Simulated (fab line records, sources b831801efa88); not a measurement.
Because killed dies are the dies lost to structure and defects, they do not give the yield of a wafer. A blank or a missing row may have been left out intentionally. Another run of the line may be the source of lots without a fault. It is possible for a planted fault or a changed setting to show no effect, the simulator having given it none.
A lot that was struck, set against a sound lot | flow sky130 | 14 out of 708 route steps
Sound: the wafers L547.2, L547.4, L547.6. Wafers L551.1, L551.4, L551.5 were the ones struck. At the end, the cause is stated.
Order at every step that has rows: each side's tool, ch and its chambers, its first start. Under that, the readings that differ: sound wafers | struck wafers | difference of the means | sigmas: that difference in standard deviations of wafers without a fault.
alike: a reading whose means differ by less than 2 such deviations, as well as words and numbers matching on both sides. not compared: withheld readings; readings where some wafer has no value; bounds like >300 that might hide an equal value; numbers whose values overlap and for which the record gives no deviation.
A row with sigmas, a row that says differs or no value, or rows on one side alone: a step with any of these is where the two part. Numbers that don't overlap but have no deviation are shown without sigmas and don't part them. Lack of a reading on every wafer of one side parts them only where that side has two or more wafers.

SKY_LI_CONTACT_CVD_21: deposits W, target thk 400 nm, time 120.56 s.
  sound on cvd w-02 ch 0,1, day 31 21:22; struck on cvd w-02 ch 0,1, day 32 18:58
  alike: heater power w
SKY_LI_CONTACT_RS_MEAS_22: measurement is done with a four-point probe.
  sound on film metro-04 at day 31 21:30; struck on film metro-04 at day 32 19:05
  alike: LI_CONTACT_W_RS
SKY_LI_CONTACT_THK_MEAS_23: measures by xrf.
  sound on film metro-04 at day 31 21:37; struck on film metro-04 at day 32 19:12
  alike: LI_CONTACT_W_THK
SKY_LI_CONTACT_CMP_24: polishes, stops on PSG, t overpolish 20 s, target thk 0 nm.
  sound on cmp-02 ch 0,2, day 31 21:43; struck on cmp-01 ch 0,1, day 32 19:16
  alike: motor current A, overpolish run s, retaining ring pressure frac, time to endpoint s
SKY_LOCAL_INTERCONNECT_SPUTTER_00: material TiN, target thk 100 nm, time 83.3 s.
  sound on pvd sputter-02 at day 31 21:58; struck on pvd sputter-01 at day 32 19:34
  alike: throttle valve pct
SKY_LOCAL_INTERCONNECT_RS_MEAS_01: measurement is done with a four-point probe.
  sound on film metro-01 at day 31 22:03; struck on film metro-01 at day 32 19:37
  alike: LOCAL_INTERCONNECT_TIN_RS
SKY_LOCAL_INTERCONNECT_THK_MEAS_02: measures by xrf.
  sound on film metro-01 at day 31 22:10; struck on film metro-01 at day 32 19:44
  reading                         | sound             | struck           | difference | sigmas
  LOCAL_INTERCONNECT_TIN_THK (nm) | 102.2 101.1 102.3 | 100.1 99.2 100.0 | -2.1       | -2
then, 5 steps without rows for these wafers: SKY_LOCAL_INTERCONNECT_DEHYDRATE_03 (time 60 s); SKY_LOCAL_INTERCONNECT_HMDS_04 (prime time 60 s); SKY_LOCAL_INTERCONNECT_COAT_05 (resist thk 60 nm); SKY_LOCAL_INTERCONNECT_COAT_06 (resist thk 450 nm); SKY_LOCAL_INTERCONNECT_SOFTBAKE_07 (time 90 s).
SKY_LOCAL_INTERCONNECT_EXPOSE_08: exposes mask LI1M, target cd 170 nm.
  sound on krf scanner-02 ch 0, day 32 11:47; struck on krf scanner-02, day 33 09:27
  no value came back on the struck wafers for exposure dose mJ cm2, focus offset nm (nm); on the sound wafers exposure dose mJ cm2 reads 27.994 28.006 27.924
  alike: mask
next, for these wafers, 1 step has no rows: SKY_LOCAL_INTERCONNECT_PEB_09.

WHERE THEY PART
At SKY_LOCAL_INTERCONNECT_THK_MEAS_02 first; at SKY_LOCAL_INTERCONNECT_EXPOSE_08 last (within this record only).

WHY: the cause the simulator had injected
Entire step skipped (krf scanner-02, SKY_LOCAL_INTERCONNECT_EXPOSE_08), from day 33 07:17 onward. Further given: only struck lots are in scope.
